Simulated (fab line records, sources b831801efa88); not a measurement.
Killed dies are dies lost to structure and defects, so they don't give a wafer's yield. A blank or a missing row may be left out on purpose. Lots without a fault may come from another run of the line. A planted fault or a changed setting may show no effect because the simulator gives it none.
Which tool did it? | flow sky130 | 13 lots, 39 wafers sampled, at 4 steps of a route of 708

WHAT THE GAUGES READ, wafer by wafer
SKY_NWELL_TW_MEAS_15. Usual: NWELL_TW 1844, standard deviation 8.7.
lot  | measured     | on            | NWELL_TW       | flag
L632 | day 4 13:58  | film_metro-01 | 1836 1837 1837 |
L634 | day 5 03:24  | film_metro-03 | 1836 1840 1839 |
L635 | day 5 06:37  | film_metro-03 | 1840 1836 1851 |
L636 | day 5 14:23  | film_metro-03 | 1837 1826 1831 |
L637 | day 5 22:46  | film_metro-02 | 1841 1853 1851 |
L638 | day 6 04:13  | film_metro-02 | 1866 1841 1855 |
L640 | day 6 14:53  | film_metro-01 | 1830 1836 1839 |
L641 | day 7 01:18  | film_metro-03 | 1847 1837 1851 |
L642 | day 7 03:11  | film_metro-01 | 1836 1839 1832 |
L644 | day 7 14:25  | film_metro-02 | 1848 1835 1854 |
L645 | day 7 16:22  | film_metro-03 | 1838 1832 1838 |
L654 | day 9 21:50  | film_metro-01 | 1847 1858 1850 |
L655 | day 10 06:10 | film_metro-02 | 1846 1838 1851 |

SKY_VT_ADJUST_HVTP_OVL_MEAS_08. Usual: VT_ADJUST_HVTP_OVL 0.1 nm, standard deviation 1.4.
lot  | measured     | on         | VT_ADJUST_HVTP_OVL (nm) | flag
L632 | day 6 00:09  | overlay-02 | -0.7 -0.1 1.0           |
L634 | day 6 15:37  | overlay-02 | 3.9 2.3 1.8             |
L635 | day 6 20:26  | overlay-02 | -0.8 1.6 0.7            |
L636 | day 7 04:47  | overlay-02 | 2.5 1.9 1.9             |
L637 | day 7 13:36  | overlay-01 | 2.2 -1.1 1.8            |
L638 | day 7 19:20  | overlay-02 | 2.2 2.0 0.0             |
L640 | day 8 06:35  | overlay-01 | -1.6 -0.8 0.5           |
L641 | day 8 18:20  | overlay-02 | 1.1 -0.9 0.6            |
L642 | day 8 20:17  | overlay-02 | 0.8 -1.2 -1.5           |
L644 | day 9 07:23  | overlay-01 | -0.1 -2.2 -0.6          |
L645 | day 9 09:17  | overlay-02 | 0.1 2.0 -0.4            |
L654 | day 11 21:02 | overlay-02 | 0.4 -0.7 0.6            |
L655 | day 12 07:03 | overlay-01 | 0.2 -0.2 0.4            |

WHICH TOOL RAN EACH LOT (tool, then ch and the chambers of the sampled wafers, then the start)
lot  | SKY_FIELD_ISO_ETCH_15             | SKY_FIELD_ISO_CMP_27
L632 | rie_diel-01 ch 0,1, day 2 08:20   | cmp-01 ch 0,1,2, day 2 11:46
L634 | rie_diel-04 ch 2,3, day 2 17:31   | cmp-01 ch 0,1, day 2 21:34
L635 | rie_diel-04 ch 0,3, day 2 21:34   | cmp-02 ch 1,2,3, day 3 02:02
L636 | rie_diel-03 ch 1,2, day 3 05:56   | cmp-01 ch 2,3, day 3 09:55
L637 | rie_diel-03 ch 1,2,3, day 3 11:22 | cmp-01 ch 0,1,3, day 3 15:17
L638 | rie_diel-01 ch 2,3, day 3 15:02   | cmp-02 ch 0,2,3, day 3 19:41
L640 | rie_diel-01 ch 0,1, day 4 01:52   | cmp-01 ch 0,1,3, day 4 05:24
L641 | rie_diel-04 ch 0,1,2, day 4 07:02 | cmp-01 ch 0,1,3, day 4 13:40
L642 | rie_diel-03 ch 1,2, day 4 09:07   | cmp-01 ch 0,3, day 4 16:06
L644 | rie_diel-04 ch 1,3, day 4 20:22   | cmp-02 ch 0,1,3, day 5 02:33
L645 | rie_diel-04 ch 0,2, day 4 23:16   | cmp-02 ch 2,3, day 5 04:06
L654 | rie_diel-03 ch 1,2, day 7 02:14   | cmp-01 ch 1,2,3, day 7 05:56
L655 | rie_diel-01 ch 0,1,2, day 7 06:19 | cmp-01 ch 0,1, day 7 10:32
- SKY_FIELD_ISO_ETCH_15: etches the open film in CHF3/O2, stops on Si, target depth 180 nm, time 72 s.
- SKY_FIELD_ISO_CMP_27: polishes, stops on Si3N4, t overpolish 16 s, target thk 457.8 nm.

WHAT THE TOOLS THEMSELVES READ (means of the sampled wafers that have a number; where no wafer has one, the mark that the record gives instead)
SKY_FIELD_ISO_ETCH_15. Usual: bias_w 199.9 W, standard deviation 0.54; drypump_motor_current_A 5.8 A, standard deviation 0.37; oes_product_au 0.928 a.u., standard deviation 0.0067; throttle_valve_pct 8.839 %, standard deviation 0.0088.
lot  | tool        | bias_w (W) | drypump_motor_current_A (A) | oes_product_au (a.u.) | throttle_valve_pct (%) | flag
L632 | rie_diel-01 | 199.7      | 5.7                         | 0.932                 | 8.838                  |
L634 | rie_diel-04 | 200.3      | 6.0                         | 0.926                 | 8.840                  |
L635 | rie_diel-04 | 200.1      | 5.8                         | 0.924                 | 8.843                  |
L636 | rie_diel-03 | 199.9      | 5.9                         | 0.939                 | 8.834                  |
L637 | rie_diel-03 | 199.8      | 5.9                         | 0.933                 | 8.845                  |
L638 | rie_diel-01 | 199.7      | 5.6                         | 0.927                 | 8.835                  |
L640 | rie_diel-01 | 200.0      | 5.7                         | 0.930                 | 8.841                  |
L641 | rie_diel-04 | 200.1      | 6.1                         | 0.934                 | 8.842                  |
L642 | rie_diel-03 | 200.4      | 5.8                         | 0.923                 | 8.840                  |
L644 | rie_diel-04 | 193.4      | 6.2                         | 0.919                 | 8.834                  | OFF
L645 | rie_diel-04 | 193.5      | 5.9                         | 0.922                 | 8.838                  | OFF
L654 | rie_diel-03 | 200.0      | 5.9                         | 0.927                 | 8.843                  |
L655 | rie_diel-01 | 200.1      | 5.8                         | 0.931                 | 8.844                  |

SKY_FIELD_ISO_CMP_27. Usual: motor_current_A 12.3 A, standard deviation 0.81; overpolish_run_s 16.000 s, standard deviation 0.0087; time_to_endpoint_s 112 s, standard deviation 3.5.
lot  | tool   | motor_current_A (A) | overpolish_run_s (s) | time_to_endpoint_s (s) | flag
L632 | cmp-01 | 12.0                | 15.993               | 113                    |
L634 | cmp-01 | 11.4                | 16.001               | 112                    |
L635 | cmp-02 | 13.0                | 16.002               | 117                    |
L636 | cmp-01 | 12.6                | 16.011               | 114                    |
L637 | cmp-01 | 11.9                | 16.001               | 116                    |
L638 | cmp-02 | 12.5                | 15.999               | 112                    |
L640 | cmp-01 | 12.2                | 15.996               | 110                    |
L641 | cmp-01 | 12.2                | 15.997               | 108                    |
L642 | cmp-01 | 11.6                | 15.997               | 108                    |
L644 | cmp-02 | 12.5                | 16.006               | 109                    |
L645 | cmp-02 | 12.6                | 16.005               | 110                    |
L654 | cmp-01 | 12.1                | 15.993               | 112                    |
L655 | cmp-01 | 11.5                | 15.994               | 115                    |

THE ANSWER, worked out from the rows above alone
Rule: a lot is off if the mean of its wafers that have a number lies more than 3 standard deviations from the usual mean. A lot without any number at a reading at which 4 lots or more have one is off too. The other lots that the step has rows for count as sound. The gauges are gone through in route order, then the tools' own readings, and for those a lot's mean is taken as printed above. The first step at which some lot is off is used, and at that step the reading that is off furthest; a lot without a number counts as furthest.
Off: L644, L645, at SKY_FIELD_ISO_ETCH_15 (bias_w).
A tool fits if, at that step or a process step before it, it ran every lot that is off, and no sound lot after the first of them. One fits: rie_diel-04 at SKY_FIELD_ISO_ETCH_15. Its last sound lot is L641 (day 4 07:02), its first lot that is off L644 (day 4 20:22): a fault that began between those two fits.
The tool's own readings at SKY_FIELD_ISO_ETCH_15 bear it out: on the lots that are off they differ by more than 5 times the standard deviation of the sound lots' means. bias_w reads 193.4 W there against 200.0 W on the sound lots.

WHAT THE SIMULATOR HAD PUT IN
Process parameter drift: rie_diel-04, from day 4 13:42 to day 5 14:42, at SKY_FIELD_ISO_ETCH_15. Setting bias_w, moved by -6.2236, from 200. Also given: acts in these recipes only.
Lots struck among those shown: L644, L645. The rule above found the same.
